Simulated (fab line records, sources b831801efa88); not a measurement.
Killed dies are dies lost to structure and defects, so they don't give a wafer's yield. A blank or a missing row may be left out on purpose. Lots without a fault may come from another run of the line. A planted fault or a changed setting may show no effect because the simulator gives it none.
Chamber matching | flow gf180mcu | GF_V1_CMP_26 on cmp-01: 4 sister chambers
The step polishes, stops on SiO2, t overpolish 15 s, target thk 0 nm. 14 wafers are shown with their chamber, then 7 later ones without.

WAFERS WITH THEIR CHAMBER
wafer  | chamber | motor_current_A (A) | slurry_flow_ml_min | edge_zone_pressure_frac
L752.4 | 3       | 9.7                 | 149.6              | 0.992
L752.5 | 0       | 9.2                 | 150.3              | 0.999
L752.6 | 3       | 9.6                 | 150.0              | 0.999
L756.2 | 2       | 10.3                | 149.3              | 1.002
L756.4 | 0       | 9.4                 | 149.9              | 0.997
L756.6 | 2       | 10.4                | 149.7              | 1.010
L758.3 | 3       | 10.0                | 149.6              | 0.999
L758.5 | 0       | 9.8                 | 148.7              | 0.991
L758.6 | 1       | 12.8                | 150.4              | 1.001
L759.2 | 0       | 9.7                 | 149.9              | 0.989
L759.5 | 0       | 9.6                 | 149.1              | 0.995
L759.6 | 1       | 11.9                | 150.1              | 0.998
L764.1 | 2       | 10.4                | 149.7              | 0.996
L764.2 | 3       | 10.1                | 149.8              | 0.997

SIGNATURES (means of the wafers above)
reading                 | chamber 0 | chamber 1 | chamber 2 | chamber 3 | scatter within a chamber
motor_current_A         | 9.540     | 12.350    | 10.367    | 9.850     | 0.285
slurry_flow_ml_min      | 149.580   | 150.250   | 149.567   | 149.750   | 0.446
edge_zone_pressure_frac | 0.99420   | 0.99950   | 1.00267   | 0.99675   | 0.00452
Rule: a wafer's distance from a chamber is the root of the sum, over the readings, of the square of ((its reading less the chamber's mean) divided by the reading's scatter). The wafer belongs to the nearest chamber; if the next one is less than 2 further off, it can't be placed. The scatter: the root of (the sum of the squares of (reading less its chamber's mean) over the shown wafers, divided by (wafers less chambers)).

WAFERS WITHOUT THEIR CHAMBER
wafer  | motor_current_A (A) | slurry_flow_ml_min | edge_zone_pressure_frac
L764.4 | 11.8                | 149.9              | 0.998
L768.2 | 11.8                | 150.0              | 0.997
L768.4 | 9.5                 | 149.9              | 0.998
L768.5 | 10.0                | 150.4              | 1.001
L772.1 | 9.7                 | 149.9              | 1.003
L772.2 | 10.3                | 149.8              | 0.992
L772.3 | 10.1                | 149.7              | 1.007

WHICH CHAMBER EACH WENT THROUGH
wafer  | from the rows above          | in truth
L764.4 | 1                            | 1
L768.2 | 1                            | 1
L768.4 | can't be placed: 0 or 3      | 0
L768.5 | can't be placed: 3 or 2 or 0 | 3
L772.1 | can't be placed: 3 or 0 or 2 | 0
L772.2 | can't be placed: 3 or 2 or 0 | 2
L772.3 | can't be placed: 2 or 3      | 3
Placed correctly: 2 of 7. Can't be placed from these rows: 5 (the true chamber is among the candidates in 5). Placed wrongly: 0.
